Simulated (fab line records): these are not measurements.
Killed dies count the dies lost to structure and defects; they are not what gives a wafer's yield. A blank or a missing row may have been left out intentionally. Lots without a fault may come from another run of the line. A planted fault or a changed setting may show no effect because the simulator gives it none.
Which tool was responsible? ; flow gf180mcu ; 13 lots, 39 wafers sampled, at 6 steps of a route of 602

## WHAT THE GAUGES SHOWED, per wafer
GF_HV_LDD_OVL_MEAS_08. Usual: for HV_LDD_OVL the level is -1.0 nm and the standard deviation is 1.2.
lot;measured;on;HV_LDD_OVL (nm);flag
L829;day 9 17:53;overlay-02;0.4 0.1 -1.8;
L830;day 10 08:00;overlay-02;-2.9 -2.2 0.7;
L831;day 10 15:22;overlay-02;0.9 0.0 1.6;
L832;day 10 18:28;overlay-02;-2.5 0.2 -2.1;
L833;day 11 06:02;overlay-01;-1.4 -1.0 -3.0;
L834;day 11 10:10;overlay-02;-2.5 -2.0 -2.7;
L835;day 11 14:27;overlay-01;-0.8 -1.2 0.0;
L836;day 12 07:04;overlay-01;-1.9 -2.5 -0.1;
L839;day 13 02:55;overlay-01;-2.4 -1.2 -3.7;
L840;day 13 09:32;overlay-02;-3.7 -1.0 -2.8;
L841;day 13 13:01;overlay-01;-3.0 -2.4 -1.4;
L849;day 15 23:46;overlay-01;-0.1 -0.2 -0.5;
L850;day 16 09:45;overlay-02;-0.2 1.4 1.6;

GF_HV_LDD_OVL_MEAS_20. Usual: for HV_LDD_01_OVL the level is -0.9 nm and the standard deviation is 1.3.
lot;measured;on;HV_LDD_01_OVL (nm);flag
L829;day 10 12:23;overlay-01;-1.9 -1.4 -3.1;
L830;day 11 02:32;overlay-01;-1.2 1.6 -1.4;
L831;day 11 09:59;overlay-02;3.5 1.5 -1.5;
L832;day 11 13:07;overlay-01;0.6 -0.7 0.6;
L833;day 12 01:29;overlay-02;-0.5 -1.0 -1.5;
L834;day 12 05:43;overlay-02;-0.7 -0.9 -1.3;
L835;day 12 10:30;overlay-01;-2.0 -0.3 -1.3;
L836;day 13 03:31;overlay-02;-0.4 -0.5 -1.5;
L839;day 13 23:31;overlay-01;-2.3 -2.2 -1.7;
L840;day 14 05:34;overlay-01;-1.8 0.1 -1.6;
L841;day 14 09:55;overlay-02;0.0 -2.9 -2.4;
L849;day 16 21:58;overlay-02;1.4 -0.2 -3.0;
L850;day 17 07:42;overlay-01;-1.2 -1.3 -1.8;

GF_HV_LDD_CD_MEAS_31 targets a cd of 400 nm. Usual: cd nm reads 400.3 nm (standard deviation 2).
lot;measured;on;cd nm (nm);flag
L829;day 11 06:32;cd sem-02;401.2 402.0 399.8;
L830;day 11 21:33;cd sem-02;403.7 400.8 401.4;
L831;day 12 05:10;cd sem-02;400.2 399.2 398.6;
L832;day 12 08:57;cd sem-01;400.7 400.5 401.3;
L833;day 12 20:48;cd sem-01;403.1 400.4 402.4;
L834;day 13 01:33;cd sem-02;400.4 402.7 401.1;
L835;day 13 06:35;cd sem-01;402.6 402.5 401.8;
L836;day 14 00:25;cd sem-01;401.6 399.5 401.0;
L839;day 14 20:38;cd sem-02;397.8 401.9 401.5;
L840;day 15 03:08;cd sem-02;401.6 402.8 402.0;
L841;day 15 07:35;cd sem-01;402.3 401.6 401.2;
L849;day 17 21:08;cd sem-02;397.0 397.8 400.4;
L850;day 18 07:02;cd sem-01;400.9 400.7 399.2;

GF_HV_LDD_TW_MEAS_38. Usual: for HV_LDD_3_TW the level is 1439 and the standard deviation is 7.8.
lot;measured;on;HV_LDD_3_TW;flag
L829;day 11 07:22;film metro-02;1435 1436 1431;
L830;day 11 22:23;film metro-03;1448 1449 1441;
L831;day 12 06:00;film metro-02;1440 1440 1442;
L832;day 12 09:48;film metro-03;1455 1457 1451;
L833;day 12 21:39;film metro-02;1436 1434 1437;
L834;day 13 02:23;film metro-02;1437 1440 1434;
L835;day 13 07:26;film metro-01;1439 1440 1441;
L836;day 14 01:15;film metro-01;1434 1436 1438;
L839;day 14 21:29;film metro-02;1429 1427 1423;
L840;day 15 03:58;film metro-01;1436 1443 1446;
L841;day 15 08:26;film metro-03;1443 1450 1441;
L849;day 17 21:59;film metro-03;1413 1415 1426;
L850;day 18 07:54;film metro-03;1425 1421 1419;

GF_HV_LDD_RS_MEAS_53: measurement is done with a four-point probe. Usual: for HV_LDD_RS the level is 418.9 ohm/sq and the standard deviation is 0.89.
lot;measured;on;HV_LDD_RS (ohm/sq);flag
L829;day 12 03:08;film metro-03;419.6 418.9 419.0;
L830;day 12 18:10;film metro-03;419.4 419.2 420.0;
L831;day 13 02:07;film metro-03;419.9 419.5 420.1;
L832;day 13 05:47;film metro-02;418.3 418.6 419.5;
L833;day 13 18:31;film metro-02;418.0 417.4 418.3;
L834;day 13 23:02;film metro-01;418.2 417.5 417.7;
L835;day 14 04:16;film metro-02;419.7 419.5 419.6;
L836;day 14 22:34;film metro-01;419.8 419.7 418.8;
L839;day 15 18:52;film metro-02;419.5 418.2 419.4;
L840;day 16 01:53;film metro-01;419.4 419.3 418.5;
L841;day 16 06:08;film metro-01;418.0 418.5 418.4;
L849;day 18 22:05;film metro-03;424.3 422.9 423.0 423.9 423.2 423.3;OFF
L850;day 19 08:47;film metro-01;422.7 422.9 424.5 421.9 423.3 424.6;OFF

## WHICH TOOL RAN EACH LOT (tool, then ch and the chambers of the sampled wafers, then the start)
lot;GF_HV_LDD_IMPLANT_35
L829;implanter-01 ch 0, day 11 07:01
L830;implanter-04 ch 0, day 11 22:01
L831;implanter-03 ch 0, day 12 05:37
L832;implanter-01 ch 0, day 12 09:24
L833;implanter-04 ch 0, day 12 21:15
L834;implanter-04 ch 0, day 13 02:01
L835;implanter-03 ch 0, day 13 07:02
L836;implanter-01 ch 0, day 14 00:53
L839;implanter-03 ch 0, day 14 21:05
L840;implanter-01 ch 0, day 15 03:35
L841;implanter-04 ch 0, day 15 08:02
L849;implanter-03 ch 0, day 17 21:35
L850;implanter-03 ch 0, day 18 07:30
- GF_HV_LDD_IMPLANT_35

## AS READ BY THE TOOLS THEMSELVES (means over the sampled wafers that have a number; for cases with no such wafer, the mark the record gives instead)
GF_HV_LDD_IMPLANT_35. Usual: beam on s 10.00 s, standard deviation 0.22; end station pressure torr 5.02e-06 Torr, standard deviation 2.9e-07; faraday current uA 42.3, standard deviation 0.93.
lot;tool;beam on s (s);end station pressure torr (Torr);faraday current uA;flag
L829;implanter-01;10.09;4.83e-06;41.9;
L830;implanter-04;10.06;5.41e-06;42.0;
L831;implanter-03;10.01;5.32e-06;42.3;
L832;implanter-01;9.86;5.08e-06;42.9;
L833;implanter-04;9.83;5.24e-06;43.0;
L834;implanter-04;9.96;4.91e-06;42.5;
L835;implanter-03;10.02;4.99e-06;42.2;
L836;implanter-01;9.72;5.15e-06;43.5;
L839;implanter-03;9.84;5.00e-06;42.9;
L840;implanter-01;9.93;5.33e-06;42.5;
L841;implanter-04;10.23;4.81e-06;41.4;
L849;implanter-03;8.20;5.23e-06;51.5;OFF
L850;implanter-03;7.94;4.96e-06;53.3;OFF

## THE ANSWER, worked out from the rows above alone
Rule: lot off if the mean of its wafers having a number is beyond 3 standard deviations from the usual mean. A lot without any number at a reading at which 4 lots or more have one is off too. Where the step has rows for the other lots, those lots are counted as sound. Order of review: gauges by route order, followed by the tools' own readings, for which a lot's mean as printed above is used. The first step at which some lot is off is used, and at that step the reading that is off furthest; a lot without a number counts as furthest.
Off: at GF_HV_LDD_RS_MEAS_53 (HV_LDD_RS), L849, L850.
If a tool, at a process step before that reading, ran all the lots that are off and no sound lot after the first of them, it fits. The gauges at GF_HV_LDD_RS_MEAS_53 aren't tried: what is off there is off at GF_HV_LDD_IMPLANT_35 too, on other tools, and a gauge's error can't cause that. One fits: GF_HV_LDD_IMPLANT_35 on implanter-03. A fault onset in the window from L839 (day 14 21:05, its last sound lot) to L849 (day 17 21:35, its first lot off) fits.
The tool's own readings at GF_HV_LDD_IMPLANT_35 bear it out: on the lots that are off they differ by more than 5 times the standard deviation of the sound lots' means. beam on s reads 8.07 s there against 9.96 s on the sound lots; faraday current uA reads 52.4 there against 42.5 on the sound lots.

## WHAT WAS PUT IN BY THE SIMULATOR
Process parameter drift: implanter-03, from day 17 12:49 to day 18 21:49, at GF_HV_LDD_IMPLANT_35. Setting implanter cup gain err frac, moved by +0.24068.
Lots struck among those shown: L849, L850. This agrees with what the rule above found.
